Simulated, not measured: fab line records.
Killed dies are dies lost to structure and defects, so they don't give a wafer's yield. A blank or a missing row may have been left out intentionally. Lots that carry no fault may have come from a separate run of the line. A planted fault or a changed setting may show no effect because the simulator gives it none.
The tool behind it: which one? / flow sky130 / 11 lots with 33 wafers sampled at 5 steps, on a route of 708 steps

## WHAT EACH GAUGE READ, for each wafer
SKY_NWELL_TW_MEAS_15.
lot=L361; measured=day 4 22:18; on=film metro-03; NWELL_TW=1808 1824 1829
lot=L363; measured=day 5 12:12; on=film metro-04; NWELL_TW=1796 1787 1778
lot=L365; measured=day 5 23:02; on=film metro-04; NWELL_TW=1792 1779 1784
lot=L366; measured=day 6 01:13; on=film metro-01; NWELL_TW=1837 1835 1835
lot=L369; measured=day 6 19:44; on=film metro-03; NWELL_TW=1811 1815 1812
lot=L370; measured=day 6 23:47; on=film metro-01; NWELL_TW=1832 1843 1843
lot=L371; measured=day 7 04:53; on=film metro-04; NWELL_TW=1783 1789 1798
lot=L374; measured=day 8 05:14; on=film metro-03; NWELL_TW=2258 2264 2255 2270 2264 2261
lot=L380; measured=day 9 10:24; on=film metro-03; NWELL_TW=1806 1821 1813
lot=L381; measured=day 9 17:56; on=film metro-03; NWELL_TW=2245 2258 2252 2252 2252 2266
lot=L383; measured=day 10 08:59; on=film metro-04; NWELL_TW=1786 1787 1778

## WHICH TOOL RAN EACH LOT (tool, then ch and the chambers of the sampled wafers, then the start)
lot=L361; SKY_FIELD_ISO_ETCH_15=rie diel-01 ch 0,3, day 2 13:09; SKY_FIELD_ISO_STRIP_16=plasma asher-01 ch 0,1, day 2 13:14; SKY_NWELL_IMPLANT_11=implanter-02 ch 0, day 4 21:45; SKY_NWELL_STRIP_14=plasma asher-02 ch 0,1, day 4 22:12
lot=L363; SKY_FIELD_ISO_ETCH_15=rie diel-01 ch 0,2,3, day 2 23:04; SKY_FIELD_ISO_STRIP_16=plasma asher-01 ch 0,1, day 2 23:08; SKY_NWELL_IMPLANT_11=implanter-01 ch 0, day 5 11:39; SKY_NWELL_STRIP_14=plasma asher-04 ch 0,1, day 5 12:06
lot=L365; SKY_FIELD_ISO_ETCH_15=rie diel-03 ch 0,2,3, day 3 07:50; SKY_FIELD_ISO_STRIP_16=plasma asher-02 ch 0,1, day 3 07:54; SKY_NWELL_IMPLANT_11=implanter-04 ch 0, day 5 22:31; SKY_NWELL_STRIP_14=plasma asher-04 ch 0, day 5 22:56
lot=L366; SKY_FIELD_ISO_ETCH_15=rie diel-01 ch 2,3, day 3 11:53; SKY_FIELD_ISO_STRIP_16=plasma asher-02 ch 0,1, day 3 11:57; SKY_NWELL_IMPLANT_11=implanter-02 ch 0, day 6 00:41; SKY_NWELL_STRIP_14=plasma asher-03 ch 0,1, day 6 01:06
lot=L369; SKY_FIELD_ISO_ETCH_15=rie diel-02 ch 2,3, day 4 04:51; SKY_FIELD_ISO_STRIP_16=plasma asher-01 ch 0,1, day 4 04:55; SKY_NWELL_IMPLANT_11=implanter-04 ch 0, day 6 19:13; SKY_NWELL_STRIP_14=plasma asher-03 ch 0,1, day 6 19:38
lot=L370; SKY_FIELD_ISO_ETCH_15=rie diel-03 ch 0,1, day 4 08:04; SKY_FIELD_ISO_STRIP_16=plasma asher-02 ch 0,1, day 4 08:09; SKY_NWELL_IMPLANT_11=implanter-01 ch 0, day 6 23:17; SKY_NWELL_STRIP_14=plasma asher-02 ch 0,1, day 6 23:41
lot=L371; SKY_FIELD_ISO_ETCH_15=rie diel-02 ch 0,1,3, day 4 13:43; SKY_FIELD_ISO_STRIP_16=plasma asher-03 ch 0, day 4 13:47; SKY_NWELL_IMPLANT_11=implanter-04 ch 0, day 7 04:22; SKY_NWELL_STRIP_14=plasma asher-02 ch 0,1, day 7 04:47
lot=L374; SKY_FIELD_ISO_ETCH_15=rie diel-03 ch 1,2,3, day 5 06:28; SKY_FIELD_ISO_STRIP_16=plasma asher-02 ch 0,1, day 5 06:32; SKY_NWELL_IMPLANT_11=implanter-04 ch 0, day 8 04:06; SKY_NWELL_STRIP_14=plasma asher-04 ch 0,1, day 8 05:08
lot=L380; SKY_FIELD_ISO_ETCH_15=rie diel-02 ch 1,2,3, day 6 13:04; SKY_FIELD_ISO_STRIP_16=plasma asher-03 ch 0,1, day 6 13:10; SKY_NWELL_IMPLANT_11=implanter-01 ch 0, day 9 09:53; SKY_NWELL_STRIP_14=plasma asher-02 ch 0,1, day 9 10:19
lot=L381; SKY_FIELD_ISO_ETCH_15=rie diel-02 ch 0,3, day 6 20:04; SKY_FIELD_ISO_STRIP_16=plasma asher-01 ch 0,1, day 6 20:08; SKY_NWELL_IMPLANT_11=implanter-01 ch 0, day 9 17:05; SKY_NWELL_STRIP_14=plasma asher-04 ch 1, day 9 17:49
lot=L383; SKY_FIELD_ISO_ETCH_15=rie diel-02 ch 0,1,3, day 7 07:22; SKY_FIELD_ISO_STRIP_16=plasma asher-03 ch 0,1, day 7 07:26; SKY_NWELL_IMPLANT_11=implanter-04 ch 0, day 10 08:26; SKY_NWELL_STRIP_14=plasma asher-04 ch 0,1, day 10 08:53
- SKY_FIELD_ISO_ETCH_15: etches the open film in CHF3/O2, stops on Si, target depth 180 nm, time 72 s.
- SKY_FIELD_ISO_STRIP_16: strips in O2/N2.
- SKY_NWELL_IMPLANT_11
- SKY_NWELL_STRIP_14: strips in O2/N2.

## THE ANSWER, worked out from the rows above alone
Rule: the lots themselves supply what counts as usual. The widest of any qualifying gaps counts: lots, ordered by their means at a reading, are off when they make up no more than a third of the lots, leave a main group of 4 or more, and stand apart from it by 3 or more times the standard deviation of that group's means. A main group is skipped when, at the precision printed for the reading in the tables above, its means are all equal. A lot without any number at a reading at which 4 lots or more have one is off too. The other lots that the step has rows for count as sound.
Off: L374, L381, seen at SKY_NWELL_TW_MEAS_15 (NWELL_TW). The main group: mean 1807, standard deviation 21.
If a tool, at a process step before that reading, ran all the lots that are off and no sound lot after the first of them, it fits. The gauges at SKY_NWELL_TW_MEAS_15 are tried like those tools. None of those tried fits.

## WHAT WAS PUT IN BY THE SIMULATOR
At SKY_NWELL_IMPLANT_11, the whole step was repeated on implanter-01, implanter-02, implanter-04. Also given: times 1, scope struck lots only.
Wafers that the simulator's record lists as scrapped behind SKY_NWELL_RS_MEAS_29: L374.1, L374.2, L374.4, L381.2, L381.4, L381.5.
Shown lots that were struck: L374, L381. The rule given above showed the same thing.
